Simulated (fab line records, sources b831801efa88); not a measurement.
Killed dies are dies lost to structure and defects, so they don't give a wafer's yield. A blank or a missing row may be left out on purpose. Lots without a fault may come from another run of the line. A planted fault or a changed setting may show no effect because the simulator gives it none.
A struck lot beside a sound one | flow sky130 | 18 steps out of a route of 708
Sound: wafers L555.1, L555.3, L555.5. Struck: wafers L571.2, L571.4, L571.6. The cause comes at the end.
At each step with rows: each side's tool, then ch and its chambers, then its first start. Under that, the readings that differ: sound wafers | struck wafers | difference of the means | sigmas: that difference in standard deviations of wafers without a fault.
alike: readings whose means differ by less than 2 such deviations, and words and numbers that are the same on both sides. not compared: withheld readings, readings that some wafer has no value for, bounds like >300 that may hide the same value, and numbers for which the record gives no deviation and whose values overlap.
The two part at a step that has a row with sigmas, a row that says differs or no value, or rows on one side only. Numbers that don't overlap but have no deviation are shown without sigmas and don't part them. A reading that every wafer of one side lacks parts them only if that side has two wafers or more.

SKY_VIA1_ETCH_15: etches SiO2 in C4F8/O2/Ar, stops on TiN, target depth 351 nm, time 54 s.
  sound on rie_diel-02 ch 0,2,3, day 36 10:52; struck on rie_diel-04 ch 2,3, day 42 17:02
  alike: oes_product_au
  not compared: rf_hours_counter_h
then, 5 steps without rows for these wafers: SKY_VIA1_STRIP_16 (strips in O2/N2); SKY_VIA1_STRIP_17 (strips in post etch residue remover, time 1200 s); SKY_VIA1_CLEAN_18 (cleans in IPA, time 180 s); SKY_VIA1_CLEAN_19 (cleans in O3/DIW); SKY_VIA1_SPUTTER_20 (material TiN, target thk 20 nm, time 80 s).
SKY_VIA1_CVD_21: deposits W, target thk 270 nm, time 80.902 s.
  sound on cvd_w-01 ch 0,1, day 36 11:34; struck on cvd_w-01 ch 0,1, day 42 17:45
  alike: heater_power_w
SKY_VIA1_RS_MEAS_22: measures by four-point-probe.
  sound on film_metro-04, day 36 11:40; struck on film_metro-02, day 42 17:52
  alike: VIA1_W_RS
SKY_VIA1_THK_MEAS_23: measures by xrf.
  sound on film_metro-04, day 36 11:47; struck on film_metro-02, day 42 17:58
  alike: VIA1_W_THK
then, 1 step without rows for these wafers: SKY_VIA1_CMP_24 (polishes, stops on SiO2, t overpolish 15 s, target thk 0 nm).
SKY_METAL2_SPUTTER_00: material Ti, target thk 15 nm, time 10 s.
  sound on pvd_sputter-02, day 36 12:08; struck on pvd_sputter-04, day 42 18:19
  alike: chamber_pressure_pa, throttle_valve_pct
SKY_METAL2_SPUTTER_01: material TiN, target thk 20 nm, time 16.7 s.
  sound on pvd_sputter-02, day 36 12:10; struck on pvd_sputter-04, day 42 18:20
  alike: chamber_pressure_pa, throttle_valve_pct
SKY_METAL2_SPUTTER_02: material AlCu, target thk 250 nm, time 13.3 s.
  sound on pvd_sputter-02, day 36 12:11; struck on pvd_sputter-04, day 42 18:22
  reading                                     | sound                | struck               | difference | sigmas
  chamber_pressure_pa (Pa)                    | 0.4002 0.3991 0.4014 | 0.2211 0.2218 0.2206 | -0.1791    | -99 or more
  throttle_valve_pct (%)                      | 30.7 30.2 28.4       | 39.9 40.0 40.0       | +10.2      | +10
  model.AlCu_of_METAL2_SPUTTER_02.thk_nm (nm) | 248.4 246.7 249      | 274.3 278.2 273.6    | +27.3      |
then, 1 step without rows for these wafers: SKY_METAL2_SPUTTER_03 (material Ti, target thk 5 nm, time 3.3 s).
SKY_METAL2_SPUTTER_04: material TiN, target thk 70 nm, time 58.3 s.
  sound on pvd_sputter-02, day 36 12:14; struck on pvd_sputter-04, day 42 18:25
  alike: chamber_pressure_pa, throttle_valve_pct
SKY_METAL2_RS_MEAS_05: measures by four-point-probe.
  sound on film_metro-03, day 36 12:17; struck on film_metro-01, day 42 18:46
  reading                 | sound                | struck               | difference | sigmas
  METAL2_ALCU_RS (ohm/sq) | 0.1276 0.1284 0.1277 | 0.1115 0.1099 0.1119 | -0.0168    | -12
  not compared: hold
SKY_METAL2_THK_MEAS_06: measures by xrf.
  sound on film_metro-03, day 36 12:24; struck on film_metro-03, day 42 20:47
  reading              | sound             | struck            | difference | sigmas
  METAL2_ALCU_THK (nm) | 245.6 244.7 247.4 | 272.1 273.4 271.1 | +26.3      | +9
  not compared: hold
-- the record jumps here: 10 days lie between the struck wafers' starts before and after (it left off in module METAL2 and takes up again in module PAD_OPEN, whose first step shown is number 708 of the route) --
SKY_PAD_OPEN_PROBE_99:
  sound on prober-02, day 48 07:49; struck on prober-01, day 52 15:59
  reading                      | sound                | struck               | difference | sigmas
  model.etest.met2.line_ohm_um | 0.9825 0.9976 0.9905 | 0.8448 0.7794 0.8161 | -0.1768    |
  model.etest.met2.rs_ohm_sq   | 0.1288 0.1297 0.1271 | 0.1173 0.1137 0.116  | -0.0129    |
  alike: defect_limited_yield, killed_at_M0_to_M3, killed_at_M4_up, killed_at_contacts, killed_at_front_end, killed_at_other, killed_dies, killed_on_rim, killed_open, killed_short, sort_bin_3_pad_short, sort_bin_5_function, sort_bin_6_memory, sort_n_pass, sort_yield_pct

WHERE THEY PART
First at SKY_METAL2_SPUTTER_02; last, within this record, at SKY_METAL2_THK_MEAS_06. Later steps at which nothing parts them and some readings are alike: SKY_PAD_OPEN_PROBE_99.

WHY: what the simulator had put in
Process parameter drift: pvd_sputter-04, from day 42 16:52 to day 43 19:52, at SKY_METAL2_SPUTTER_02. Setting chamber_pressure_pa, moved by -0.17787, from 0.4. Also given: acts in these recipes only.
